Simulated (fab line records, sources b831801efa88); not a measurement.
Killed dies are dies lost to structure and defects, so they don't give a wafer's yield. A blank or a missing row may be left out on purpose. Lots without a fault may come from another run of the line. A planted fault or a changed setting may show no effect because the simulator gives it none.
Which tool did it? | flow gf180mcu | 15 lots, 42 wafers sampled, at 5 steps of a route of 602

WHAT THE GAUGES READ, wafer by wafer
GF_VT_IMPLANT_TW_MEAS_43.
lot  | measured     | on            | VT_IMPLANT_4_TW
L403 | day 7 12:25  | film_metro-03 | 678 679 683
L404 | day 7 19:14  | film_metro-03 | 681 683 681
L405 | day 8 00:39  | film_metro-02 | 690 688 687
L406 | day 8 10:44  | film_metro-01 | 694 694 696
L407 | day 8 14:05  | film_metro-02 | 688 684 686
L408 | day 8 21:44  | film_metro-03 | 685 685 691
L409 | day 9 04:34  | film_metro-02 | 682 681 683
L415 | day 10 21:31 | film_metro-01 | 694 691
L417 | day 11 08:52 | film_metro-03 | 688 687
L418 | day 11 19:59 | film_metro-01 | 691 694 691
L419 | day 11 23:51 | film_metro-03 | 682 683
L420 | day 12 05:45 | film_metro-02 | 684 681 685
L421 | day 12 12:41 | film_metro-02 | 685 683 683
L422 | day 12 20:18 | film_metro-01 | 696 696 699
L426 | day 13 23:47 | film_metro-01 | 694 693 693

GF_VT_IMPLANT_RS_MEAS_46: measures by four-point-probe.
lot  | measured     | on            | MVSD_RS (ohm/sq)
L403 | day 7 12:40  | film_metro-04 | 455.5 456.3 455.7
L404 | day 7 19:28  | film_metro-04 | 457.5 456.2 456.3
L405 | day 8 00:53  | film_metro-03 | 455.6 457.1 458.0
L406 | day 8 10:56  | film_metro-02 | 455.0 456.9 455.4
L407 | day 8 14:17  | film_metro-02 | 457.2 458.8 457.3
L408 | day 8 21:58  | film_metro-02 | 457.8 456.2 457.1
L409 | day 9 04:47  | film_metro-03 | 455.5 454.9 455.8
L415 | day 10 21:45 | film_metro-04 | 457.1 457.0
L417 | day 11 09:05 | film_metro-03 | 455.4 455.7
L418 | day 11 20:11 | film_metro-03 | 456.2 455.8 456.8
L419 | day 12 00:04 | film_metro-02 | 455.8 456.7
L420 | day 12 05:58 | film_metro-04 | 455.9 456.3 455.9
L421 | day 12 12:58 | film_metro-04 | 455.7 454.7 455.8
L422 | day 12 20:32 | film_metro-04 | 454.5 454.3 454.7
L426 | day 14 00:01 | film_metro-03 | 456.2 454.7 456.0

GF_VT_IMPLANT_RS_MEAS_48: measures by four-point-probe.
lot  | measured     | on            | LVPWELL_RS (ohm/sq)
L403 | day 7 12:54  | film_metro-04 | 1200 1200 1198
L404 | day 7 19:42  | film_metro-04 | 1195 1193 1194
L405 | day 8 01:07  | film_metro-03 | 1195 1192 1195
L406 | day 8 11:11  | film_metro-02 | 1197 1193 1195
L407 | day 8 14:32  | film_metro-02 | 1196 1195 1195
L408 | day 8 22:12  | film_metro-02 | 1195 1198 1197
L409 | day 9 05:01  | film_metro-03 | 1194 1193 1192
L415 | day 10 21:59 | film_metro-04 | 1196 1238
L417 | day 11 09:20 | film_metro-03 | 1243 1244
L418 | day 11 20:26 | film_metro-03 | 1203 1203 1204
L419 | day 12 00:18 | film_metro-02 | 1240 1197
L420 | day 12 06:12 | film_metro-04 | 1194 1194 1194
L421 | day 12 13:12 | film_metro-04 | 1195 1196 1195
L422 | day 12 20:46 | film_metro-04 | 1194 1194 1195
L426 | day 14 00:16 | film_metro-03 | 1193 1194 1192

WHICH TOOL RAN EACH LOT (tool, then ch and the chambers of the sampled wafers, then the start)
lot  | GF_LVPWELL_IMPLANT_09          | GF_VT_IMPLANT_RTA_45
L403 | implanter-01 ch 0, day 3 20:47 | rtp_anneal-02 ch 0, day 7 12:33
L404 | implanter-02 ch 0, day 4 03:05 | rtp_anneal-02 ch 0, day 7 19:22
L405 | implanter-02 ch 0, day 4 07:30 | rtp_anneal-02 ch 0, day 8 00:47
L406 | implanter-01 ch 0, day 4 13:10 | rtp_anneal-01 ch 0, day 8 10:50
L407 | implanter-02 ch 0, day 4 18:55 | rtp_anneal-01 ch 0, day 8 14:11
L408 | implanter-02 ch 0, day 5 00:34 | rtp_anneal-02 ch 0, day 8 21:52
L409 | implanter-02 ch 0, day 5 06:05 | rtp_anneal-01 ch 0, day 9 04:41
L415 | implanter-03 ch 0, day 6 16:38 | rtp_anneal-02 ch 0, day 10 21:38
L417 | implanter-03 ch 0, day 7 02:16 | rtp_anneal-01 ch 0, day 11 08:59
L418 | implanter-01 ch 0, day 7 13:18 | rtp_anneal-02 ch 0, day 11 20:05
L419 | implanter-03 ch 0, day 7 15:17 | rtp_anneal-02 ch 0, day 11 23:58
L420 | implanter-01 ch 0, day 7 19:41 | rtp_anneal-02 ch 0, day 12 05:52
L421 | implanter-01 ch 0, day 8 01:54 | rtp_anneal-01 ch 0, day 12 12:52
L422 | implanter-01 ch 0, day 8 09:08 | rtp_anneal-01 ch 0, day 12 20:25
L426 | implanter-01 ch 0, day 9 06:38 | rtp_anneal-02 ch 0, day 13 23:55
- GF_LVPWELL_IMPLANT_09
- GF_VT_IMPLANT_RTA_45: time 30 s.

WHAT THE TOOLS THEMSELVES READ (means of the sampled wafers that have a number; where no wafer has one, the mark that the record gives instead)
GF_LVPWELL_IMPLANT_09.
lot  | tool         | dose_ions_cm2
L403 | implanter-01 | 4.999e+12
L404 | implanter-02 | 4.999e+12
L405 | implanter-02 | 5.007e+12
L406 | implanter-01 | 4.993e+12
L407 | implanter-02 | 5.003e+12
L408 | implanter-02 | 4.999e+12
L409 | implanter-02 | 5.001e+12
L415 | implanter-03 | 4.999e+12
L417 | implanter-03 | 5.006e+12
L418 | implanter-01 | 4.995e+12
L419 | implanter-03 | 5.000e+12
L420 | implanter-01 | 5.007e+12
L421 | implanter-01 | 4.989e+12
L422 | implanter-01 | 5.003e+12
L426 | implanter-01 | 5.012e+12

GF_VT_IMPLANT_RTA_45.
lot  | tool          | lamp_power_pct (%) | wafer_temp_C_max
L403 | rtp_anneal-02 | 40                 | 1056.1
L404 | rtp_anneal-02 | 40                 | 1055.5
L405 | rtp_anneal-02 | 40                 | 1056.2
L406 | rtp_anneal-01 | 47                 | 1053.7
L407 | rtp_anneal-01 | 47                 | 1053.9
L408 | rtp_anneal-02 | 40                 | 1055.5
L409 | rtp_anneal-01 | 47                 | 1053.6
L415 | rtp_anneal-02 | 40                 | 1054.8
L417 | rtp_anneal-01 | 47                 | 1053.5
L418 | rtp_anneal-02 | 40                 | 1056.2
L419 | rtp_anneal-02 | 40                 | 1055.0
L420 | rtp_anneal-02 | 40                 | 1055.6
L421 | rtp_anneal-01 | 47                 | 1054.3
L422 | rtp_anneal-01 | 47                 | 1053.7
L426 | rtp_anneal-02 | 40                 | 1056.8

THE ANSWER, worked out from the rows above alone
Rule: what is usual is taken from the lots themselves. Put in order of their means at a reading, lots are off if they are a third of the lots or fewer, leave a main group of 4 or more, and stand apart from it by a gap of 3 or more times the standard deviation of the main group's means; of several such gaps the widest counts. A main group whose means are all the same, to the digits that the tables above print for the reading, isn't used. A lot without any number at a reading at which 4 lots or more have one is off too. The other lots that the step has rows for count as sound. The gauges are gone through in route order, then the tools' own readings, and for those a lot's mean is taken as printed above. The first step at which some lot is off is used, and at that step the reading that is off furthest; a lot without a number counts as furthest.
Off: L415, L417, L419, at GF_VT_IMPLANT_RS_MEAS_48 (LVPWELL_RS). The main group: mean 1196 ohm/sq, standard deviation 2.9.
A tool fits if, at a process step before that reading, it ran every lot that is off, and no sound lot after the first of them. The gauges at GF_VT_IMPLANT_RS_MEAS_48 are tried like those tools. One fits: implanter-03 at GF_LVPWELL_IMPLANT_09. It ran no sound lot before its first lot that is off in this sample, so the start can't be narrowed down.

WHAT THE SIMULATOR HAD PUT IN
Process parameter drift: implanter-03, from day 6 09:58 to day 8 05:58, at GF_LVPWELL_IMPLANT_09. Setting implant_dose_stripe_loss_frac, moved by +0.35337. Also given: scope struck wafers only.
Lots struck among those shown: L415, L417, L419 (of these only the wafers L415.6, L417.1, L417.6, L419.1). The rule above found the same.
